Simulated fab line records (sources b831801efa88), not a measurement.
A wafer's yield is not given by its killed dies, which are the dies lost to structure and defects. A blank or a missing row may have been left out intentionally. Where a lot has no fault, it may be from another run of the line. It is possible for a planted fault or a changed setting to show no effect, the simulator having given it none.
The tool behind it: which one? / flow sky130 / 42 wafers sampled from 14 lots at 1 step of a route of 708

WHAT THE GAUGES SHOWED, per wafer
SKY_NWELL_OVL_MEAS_23.
lot=L646; measured=day 5 04:06; on=overlay-01; NWELL_01_OVL (nm)=-0.4 -1.6 1.1
lot=L647; measured=day 5 09:56; on=overlay-02; NWELL_01_OVL (nm)=-0.7 -0.6 0.2
lot=L648; measured=day 5 17:24; on=overlay-02; NWELL_01_OVL (nm)=1.6 1.9 1.3
lot=L649; measured=day 5 20:59; on=overlay-02; NWELL_01_OVL (nm)=0.8 0.6 0.1
lot=L650; measured=day 6 08:00; on=overlay-02; NWELL_01_OVL (nm)=1.6 0.4 -0.5
lot=L651; measured=day 6 21:25; on=overlay-01; NWELL_01_OVL (nm)=-2.3 -0.9 -2.4
lot=L652; measured=day 7 03:55; on=overlay-01; NWELL_01_OVL (nm)=1.8 -0.5 -0.4
lot=L653; measured=day 7 04:44; on=overlay-01; NWELL_01_OVL (nm)=0.7 -1.2 2.1
lot=L654; measured=day 7 14:53; on=overlay-02; NWELL_01_OVL (nm)=3.2 4.5 2.6
lot=L663; measured=day 9 15:34; on=overlay-02; NWELL_01_OVL (nm)=-0.8 -1.6 -0.9
lot=L665; measured=day 10 04:11; on=overlay-02; NWELL_01_OVL (nm)=0.0 -0.8 0.7
lot=L666; measured=day 10 10:08; on=overlay-01; NWELL_01_OVL (nm)=-2.8 -1.0 -0.5
lot=L668; measured=day 10 19:48; on=overlay-01; NWELL_01_OVL (nm)=0.6 3.2 0.6
lot=L669; measured=day 11 01:52; on=overlay-01; NWELL_01_OVL (nm)=2.2 1.6 0.7

WHICH TOOL RAN EACH LOT (tool, then ch and the chambers of the sampled wafers, then the start)
The record holds no process step before these readings.

AS READ BY THE TOOLS THEMSELVES (means over the sampled wafers that have a number; for cases with no such wafer, the mark the record gives instead)
The record holds no such reading with a usual standard deviation.

THE ANSWER, worked out from the rows above alone
Rule: the lots themselves supply what counts as usual. Put in order of their means at a reading, lots are off if they are a third of the lots or fewer, leave a main group of 4 or more, and stand apart from it by a gap of 3 or more times the standard deviation of the main group's means; of several such gaps the widest counts. If all means in a main group match to the digits the tables above print for the reading, that group is not used. Also off: a lot with no number at a reading for which 4 or more lots have one. Where the step has rows for the other lots, those lots are counted as sound. The gauges are gone through in route order, then the tools' own readings, and for those a lot's mean is taken as printed above. The first step at which some lot is off is used, and at that step the reading that is off furthest; a lot without a number counts as furthest.
Across all readings shown, no lot is off: no conclusion can be drawn from this.

WHAT THE SIMULATOR PUT IN
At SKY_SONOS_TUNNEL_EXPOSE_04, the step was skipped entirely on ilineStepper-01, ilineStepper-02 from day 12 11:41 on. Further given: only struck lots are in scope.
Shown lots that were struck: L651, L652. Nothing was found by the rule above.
